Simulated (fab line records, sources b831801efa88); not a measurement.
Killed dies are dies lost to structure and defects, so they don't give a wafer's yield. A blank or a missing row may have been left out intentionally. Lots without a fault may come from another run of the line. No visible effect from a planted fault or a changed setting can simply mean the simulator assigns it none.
Which tool was responsible?    flow sky130    Sampling: 10 lots, 30 wafers, 5 of 708 route steps

WHAT EACH GAUGE READ, for each wafer
SKY_VIA2_THK_MEAS_01.
lot   measured      on            VIA2_HDPCVD_THK (nm)
L677  day 35 14:26  filmMetro-01  1177 1175 1164
L680  day 36 11:14  filmMetro-04  1193 1176 1162
L683  day 37 11:29  filmMetro-04  1189 1179 1183
L684  day 38 08:40  filmMetro-04  1155 1147 1142
L687  day 38 19:20  filmMetro-04  1172 1147 1170
L688  day 39 01:25  filmMetro-04  1169 1191 1178
L696  day 41 05:26  filmMetro-03  1165 1179 1179
L697  day 41 11:08  filmMetro-04  1177 1196 1193
L698  day 41 21:26  filmMetro-01  1200 1184 1213
L699  day 42 04:25  filmMetro-03  1178 1196 1185

TOOL THAT RAN EACH LOT (tool first, then ch and the chambers of the sampled wafers, then the start)
lot   SKY_VIA1_CVD_21               SKY_METAL2_ETCH_18                SKY_METAL2_METAL_ETCH_19          SKY_METAL2_STRIP_20
L677  cvdW-01 ch 0,1, day 34 09:38  rieMetal-02 ch 0,1, day 35 13:29  rieMetal-02 ch 0,1, day 35 13:34  plasmaAsher-01 ch 0,1, day 35 13:39
L680  cvdW-02 ch 0,1, day 35 05:58  rieMetal-03 ch 0, day 36 10:09    rieMetal-03 ch 0, day 36 10:16    plasmaAsher-01 ch 0,1, day 36 10:27
L683  cvdW-01 ch 0,1, day 36 07:49  rieMetal-03 ch 0,1, day 37 10:37  rieMetal-03 ch 0,1, day 37 10:41  plasmaAsher-03 ch 0,1, day 37 10:46
L684  cvdW-02 ch 0, day 37 05:16    rieMetal-03 ch 0, day 38 07:47    rieMetal-03 ch 0, day 38 07:52    plasmaAsher-01 ch 0,1, day 38 07:57
L687  cvdW-01 ch 0,1, day 37 16:46  rieMetal-03 ch 0,1, day 38 18:23  rieMetal-03 ch 0,1, day 38 18:28  plasmaAsher-02 ch 0,1, day 38 18:33
L688  cvdW-01 ch 0,1, day 37 22:02  rieMetal-04 ch 1, day 39 00:22    rieMetal-04 ch 1, day 39 00:30    plasmaAsher-02 ch 0,1, day 39 00:41
L696  cvdW-02 ch 0,1, day 40 02:58  rieMetal-04 ch 0,1, day 41 04:34  rieMetal-04 ch 0,1, day 41 04:38  plasmaAsher-01 ch 0,1, day 41 04:43
L697  cvdW-01 ch 0,1, day 40 09:16  rieMetal-02 ch 0,1, day 41 10:13  rieMetal-02 ch 0,1, day 41 10:17  plasmaAsher-01 ch 0,1, day 41 10:22
L698  cvdW-02 ch 0,1, day 40 20:16  rieMetal-04 ch 0,1, day 41 20:29  rieMetal-04 ch 0,1, day 41 20:34  plasmaAsher-02 ch 0,1, day 41 20:39
L699  cvdW-02 ch 0,1, day 41 04:08  rieMetal-04 ch 0,1, day 42 03:30  rieMetal-04 ch 0,1, day 42 03:34  plasmaAsher-02 ch 0,1, day 42 03:40
- SKY_VIA1_CVD_21: deposits W, target thk 270 nm, time 80.902 s.
- SKY_METAL2_ETCH_18: etches BARC in N2/H2, stops on SiO2, time 45.9 s, target depth 60 nm.
- SKY_METAL2_METAL_ETCH_19: etches the open film in Cl2/BCl3, stops on SiO2, target depth 360 nm, time 78 s.
- SKY_METAL2_STRIP_20: strips in O2/N2.

THE ANSWER, worked out from the rows above alone
Rule: the usual values come from the lots themselves. Put in order of their means at a reading, lots are off if they are a third of the lots or fewer, leave a main group of 4 or more, and stand apart from it by a gap of 3 or more times the standard deviation of the main group's means; of several such gaps the widest counts. The tables above print the reading to a certain number of digits; a main group whose means all agree to those digits is not used. A lot without any number at a reading at which 4 lots or more have one is off too. Where the step has rows for the other lots, those lots are counted as sound.
No lot is off at any reading shown: from this, nothing can be told.

WHAT WAS PUT IN BY THE SIMULATOR
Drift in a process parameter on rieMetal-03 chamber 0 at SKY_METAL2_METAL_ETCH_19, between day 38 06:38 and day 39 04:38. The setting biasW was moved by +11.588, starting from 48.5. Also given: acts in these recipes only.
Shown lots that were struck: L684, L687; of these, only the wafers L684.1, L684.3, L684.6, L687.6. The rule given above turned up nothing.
